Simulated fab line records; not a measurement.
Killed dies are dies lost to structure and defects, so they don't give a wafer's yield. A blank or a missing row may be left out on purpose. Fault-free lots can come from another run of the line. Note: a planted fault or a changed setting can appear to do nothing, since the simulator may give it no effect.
Matching of chambers / flow sky130 / SKY_LI_CONTACT_CMP_24 on cmp-02 has 4 sister chambers
The step polishes, stops on PSG, t overpolish 20 s, target thk 0 nm. 16 wafers are shown with their chamber, then 7 later ones without.

## EACH WAFER AND ITS CHAMBER
wafer=L620.1; chamber=0; motorCurrentA (A)=11.4; slurryFlowMlMin=150.7; timeToEndpointS (s)=92
wafer=L620.2; chamber=2; motorCurrentA (A)=10.6; slurryFlowMlMin=149.8; timeToEndpointS (s)=93
wafer=L620.4; chamber=3; motorCurrentA (A)=10.1; slurryFlowMlMin=150.6; timeToEndpointS (s)=91
wafer=L622.1; chamber=3; motorCurrentA (A)=9.8; slurryFlowMlMin=150.6; timeToEndpointS (s)=91
wafer=L622.2; chamber=0; motorCurrentA (A)=11.4; slurryFlowMlMin=150.9; timeToEndpointS (s)=93
wafer=L622.6; chamber=1; motorCurrentA (A)=10.8; slurryFlowMlMin=149.9; timeToEndpointS (s)=95
wafer=L623.1; chamber=0; motorCurrentA (A)=11.2; slurryFlowMlMin=149.5; timeToEndpointS (s)=98
wafer=L623.3; chamber=1; motorCurrentA (A)=10.6; slurryFlowMlMin=150.1; timeToEndpointS (s)=96
wafer=L623.6; chamber=0; motorCurrentA (A)=11.1; slurryFlowMlMin=149.3; timeToEndpointS (s)=96
wafer=L624.1; chamber=1; motorCurrentA (A)=10.6; slurryFlowMlMin=150.1; timeToEndpointS (s)=94
wafer=L624.5; chamber=3; motorCurrentA (A)=10.0; slurryFlowMlMin=149.7; timeToEndpointS (s)=94
wafer=L624.6; chamber=2; motorCurrentA (A)=11.0; slurryFlowMlMin=149.9; timeToEndpointS (s)=95
wafer=L626.4; chamber=3; motorCurrentA (A)=10.5; slurryFlowMlMin=149.9; timeToEndpointS (s)=91
wafer=L626.5; chamber=2; motorCurrentA (A)=11.0; slurryFlowMlMin=150.1; timeToEndpointS (s)=98
wafer=L626.6; chamber=1; motorCurrentA (A)=10.3; slurryFlowMlMin=150.2; timeToEndpointS (s)=96
wafer=L635.1; chamber=3; motorCurrentA (A)=10.5; slurryFlowMlMin=149.0; timeToEndpointS (s)=112

SIGNATURES, as means of the wafers listed above
reading=motorCurrentA; chamber 0=11.275; chamber 1=10.575; chamber 2=10.867; chamber 3=10.180; scatter within a chamber=0.24
reading=slurryFlowMlMin; chamber 0=150.100; chamber 1=150.075; chamber 2=149.933; chamber 3=149.960; scatter within a chamber=0.571
reading=timeToEndpointS; chamber 0=94.75; chamber 1=95.25; chamber 2=95.33; chamber 3=95.80; scatter within a chamber=5.57
Rule: for each reading, subtract the chamber's mean from the wafer's reading, divide by that reading's scatter and square the result; add these up over the readings and take the root, which gives the wafer's distance from the chamber. If the next closest chamber is less than 2 further off than the closest, the wafer can't be placed; otherwise it belongs to the closest. The scatter: the root of (the sum of the squares of (reading less its chamber's mean) over the shown wafers, divided by (wafers less chambers)).

## WAFERS WITHOUT THEIR CHAMBER
wafer=L635.2; motorCurrentA (A)=10.5; slurryFlowMlMin=150.1; timeToEndpointS (s)=111
wafer=L636.2; motorCurrentA (A)=10.6; slurryFlowMlMin=149.7; timeToEndpointS (s)=95
wafer=L636.4; motorCurrentA (A)=10.6; slurryFlowMlMin=150.5; timeToEndpointS (s)=95
wafer=L636.5; motorCurrentA (A)=10.4; slurryFlowMlMin=150.0; timeToEndpointS (s)=95
wafer=L640.1; motorCurrentA (A)=9.9; slurryFlowMlMin=150.4; timeToEndpointS (s)=93
wafer=L640.5; motorCurrentA (A)=10.3; slurryFlowMlMin=149.7; timeToEndpointS (s)=93
wafer=L640.6; motorCurrentA (A)=10.5; slurryFlowMlMin=149.9; timeToEndpointS (s)=93

## WHICH CHAMBER EACH ONE RAN IN
wafer=L635.2; from the rows above=can't be placed: 1 or 3 or 2 or 0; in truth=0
wafer=L636.2; from the rows above=can't be placed: 1 or 2 or 3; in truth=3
wafer=L636.4; from the rows above=can't be placed: 1 or 2 or 3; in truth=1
wafer=L636.5; from the rows above=can't be placed: 1 or 3 or 2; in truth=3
wafer=L640.1; from the rows above=can't be placed: 3 or 1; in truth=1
wafer=L640.5; from the rows above=can't be placed: 3 or 1 or 2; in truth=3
wafer=L640.6; from the rows above=can't be placed: 1 or 3 or 2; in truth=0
0 of 7 placed correctly. From these rows, 7 cannot be placed; in 6 the true chamber is one of the candidates. Placed wrongly: 0.
